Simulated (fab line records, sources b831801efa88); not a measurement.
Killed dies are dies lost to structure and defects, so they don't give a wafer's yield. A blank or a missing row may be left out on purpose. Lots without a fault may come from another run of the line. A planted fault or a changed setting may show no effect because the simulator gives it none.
Which tool did it? | flow sky130 | 12 lots, 36 wafers sampled, at 5 steps of a route of 708

WHAT THE GAUGES READ, wafer by wafer
SKY_NWELL_TW_MEAS_26. Usual: NWELL_2_TW 496, standard deviation 5.3.
lot  | measured    | on            | NWELL_2_TW  | flag
L520 | day 5 10:07 | film_metro-02 | 499 498 497 |
L521 | day 5 17:06 | film_metro-04 | 492 489 489 |
L522 | day 5 20:59 | film_metro-04 | 490 491 489 |
L524 | day 6 04:48 | film_metro-04 | 491 490 490 |
L525 | day 6 15:00 | film_metro-03 | 503 503 501 |
L527 | day 6 22:37 | film_metro-03 | 503 502 501 |
L528 | day 7 08:11 | film_metro-04 | 488 486 486 |
L529 | day 7 15:26 | film_metro-02 | 496 498 496 |
L530 | day 7 20:13 | film_metro-02 | 498 496 499 |
L531 | day 8 04:07 | film_metro-02 | 495 492 494 |
L532 | day 8 08:34 | film_metro-03 | 502 499 503 |
L538 | day 9 15:35 | film_metro-03 | 505 502 498 |

SKY_VT_ADJUST_NCORE_OVL_MEAS_08. Usual: VT_ADJUST_NCORE_OVL 0.8 nm, standard deviation 1.4.
lot  | measured     | on         | VT_ADJUST_NCORE_OVL (nm) | flag
L520 | day 8 15:41  | overlay-01 | -2.4 -1.4 -0.5           |
L521 | day 9 00:02  | overlay-01 | -1.3 -2.5 1.0            |
L522 | day 9 03:56  | overlay-01 | 0.0 2.4 -0.6             |
L524 | day 9 12:20  | overlay-02 | -1.0 -0.4 -0.5           |
L525 | day 10 00:27 | overlay-02 | 1.9 1.6 -0.9             |
L527 | day 10 10:44 | overlay-01 | 0.4 -1.1 1.2             |
L528 | day 10 21:23 | overlay-01 | 2.5 0.4 -0.6             |
L529 | day 11 05:42 | overlay-02 | 236.1 236.5 236.1        | OFF
L530 | day 11 10:29 | overlay-02 | 237.5 235.4 235.1        | OFF
L531 | day 11 19:56 | overlay-01 | 237.1 234.8 237.6        | OFF
L532 | day 11 23:08 | overlay-02 | 235.4 232.5 233.9        | OFF
L538 | day 13 15:10 | overlay-02 | -0.7 0.8 -0.8            |

WHICH TOOL RAN EACH LOT (tool, then ch and the chambers of the sampled wafers, then the start)
lot  | SKY_FIELD_ISO_ETCH_17           | SKY_VT_ADJUST_LVTN_STRIP_09          | SKY_VT_ADJUST_NCORE_EXPOSE_04
L520 | rie_si-01 ch 1,2,3, day 2 05:51 | plasma_asher-03 ch 0,1, day 6 23:27  | iline_stepper-02 ch 0, day 8 05:51
L521 | rie_si-01 ch 0,2,3, day 2 12:45 | plasma_asher-03 ch 0,1, day 7 07:24  | iline_stepper-01 ch 0, day 8 14:05
L522 | rie_si-02 ch 0,2,3, day 2 16:35 | plasma_asher-03 ch 0,1, day 7 11:54  | iline_stepper-01 ch 0, day 8 18:14
L524 | rie_si-01 ch 1,2, day 3 02:00   | plasma_asher-03 ch 0,1, day 7 20:12  | iline_stepper-01 ch 0, day 9 02:38
L525 | rie_si-02 ch 0,3, day 3 06:56   | plasma_asher-04 ch 0,1, day 8 07:06  | iline_stepper-02 ch 0, day 9 13:12
L527 | rie_si-01 ch 1,2,3, day 3 17:02 | plasma_asher-04 ch 1, day 8 16:30    | iline_stepper-01 ch 0, day 10 00:02
L528 | rie_si-01 ch 0,1,3, day 3 22:44 | plasma_asher-03 ch 0,1, day 9 01:21  | iline_stepper-02 ch 0, day 10 09:54
L529 | rie_si-01 ch 0,1,2, day 4 06:10 | plasma_asher-03 ch 0,1, day 9 08:12  | iline_stepper-01 ch 0, day 10 17:50
L530 | rie_si-01 ch 1,2,3, day 4 11:35 | plasma_asher-03 ch 0,1, day 9 12:46  | iline_stepper-01 ch 0, day 10 23:32
L531 | rie_si-02 ch 0,1,2, day 4 16:59 | plasma_asher-04 ch 0,1, day 9 22:48  | iline_stepper-01 ch 0, day 11 08:47
L532 | rie_si-01 ch 1,3, day 4 21:57   | plasma_asher-04 ch 0,1, day 10 01:55 | iline_stepper-01 ch 0, day 11 10:59
L538 | rie_si-02 ch 0,2,3, day 6 03:05 | plasma_asher-03 ch 0,1, day 11 14:04 | iline_stepper-02 ch 0, day 13 02:11
- SKY_FIELD_ISO_ETCH_17: etches Si in HBr/Cl2/O2, target depth 342 nm, time 97.7 s.
- SKY_VT_ADJUST_LVTN_STRIP_09: strips in O2/N2.
- SKY_VT_ADJUST_NCORE_EXPOSE_04: exposes mask LVTN COMPLEMENT THIN, target cd 380 nm.

WHAT THE TOOLS THEMSELVES READ (means of the sampled wafers that have a number; where no wafer has one, the mark that the record gives instead)
SKY_FIELD_ISO_ETCH_17. Usual: drypump_motor_current_A 5.8 A, standard deviation 0.51; oes_product_au 0.998 a.u., standard deviation 0.007; throttle_valve_pct 25.658 %, standard deviation 0.01.
lot  | tool      | drypump_motor_current_A (A) | oes_product_au (a.u.) | throttle_valve_pct (%) | flag
L520 | rie_si-01 | 5.8                         | 0.991                 | 25.658                 |
L521 | rie_si-01 | 5.5                         | 0.996                 | 25.670                 |
L522 | rie_si-02 | 6.1                         | 1.002                 | 25.652                 |
L524 | rie_si-01 | 5.9                         | 0.996                 | 25.667                 |
L525 | rie_si-02 | 5.9                         | 0.997                 | 25.661                 |
L527 | rie_si-01 | 5.8                         | 0.994                 | 25.656                 |
L528 | rie_si-01 | 5.4                         | 0.996                 | 25.654                 |
L529 | rie_si-01 | 5.5                         | 0.999                 | 25.656                 |
L530 | rie_si-01 | 5.8                         | 0.998                 | 25.656                 |
L531 | rie_si-02 | 6.2                         | 1.000                 | 25.667                 |
L532 | rie_si-01 | 5.6                         | 0.996                 | 25.657                 |
L538 | rie_si-02 | 6.1                         | 0.998                 | 25.651                 |

SKY_VT_ADJUST_LVTN_STRIP_09. Usual: drypump_motor_current_A 5.8 A, standard deviation 0.44; oes_product_au 0.722 a.u., standard deviation 0.0037; strip_time_to_endpoint_s 36.90 s, standard deviation 0.12.
lot  | tool            | drypump_motor_current_A (A) | oes_product_au (a.u.) | strip_time_to_endpoint_s (s) | flag
L520 | plasma_asher-03 | 5.6                         | 0.722                 | 36.87                        |
L521 | plasma_asher-03 | 5.9                         | 0.725                 | 36.86                        |
L522 | plasma_asher-03 | 5.6                         | 0.722                 | 36.81                        |
L524 | plasma_asher-03 | 5.9                         | 0.722                 | 36.88                        |
L525 | plasma_asher-04 | 5.8                         | 0.723                 | 36.74                        |
L527 | plasma_asher-04 | 5.7                         | 0.721                 | 36.71                        |
L528 | plasma_asher-03 | 5.6                         | 0.721                 | 36.73                        |
L529 | plasma_asher-03 | 5.6                         | 0.719                 | 37.10                        |
L530 | plasma_asher-03 | 5.6                         | 0.723                 | 36.98                        |
L531 | plasma_asher-04 | 5.8                         | 0.725                 | 36.90                        |
L532 | plasma_asher-04 | 5.8                         | 0.723                 | 36.89                        |
L538 | plasma_asher-03 | 5.9                         | 0.723                 | 36.85                        |

THE ANSWER, worked out from the rows above alone
Rule: a lot is off if the mean of its wafers that have a number lies more than 3 standard deviations from the usual mean. A lot without any number at a reading at which 4 lots or more have one is off too. The other lots that the step has rows for count as sound. The gauges are gone through in route order, then the tools' own readings, and for those a lot's mean is taken as printed above. The first step at which some lot is off is used, and at that step the reading that is off furthest; a lot without a number counts as furthest.
Off: L529, L530, L531, L532, at SKY_VT_ADJUST_NCORE_OVL_MEAS_08 (VT_ADJUST_NCORE_OVL).
A tool fits if, at a process step before that reading, it ran every lot that is off, and no sound lot after the first of them. The gauges at SKY_VT_ADJUST_NCORE_OVL_MEAS_08 are tried like those tools. One fits: iline_stepper-01 at SKY_VT_ADJUST_NCORE_EXPOSE_04. Its last sound lot is L527 (day 10 00:02), its first lot that is off L529 (day 10 17:50): a fault that began between those two fits.

WHAT THE SIMULATOR HAD PUT IN
Scanner matching overlay: iline_stepper-01, from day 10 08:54 on, at SKY_VT_ADJUST_NCORE_EXPOSE_04. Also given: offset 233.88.
Lots struck among those shown: L529, L530, L531, L532. The rule above found the same.
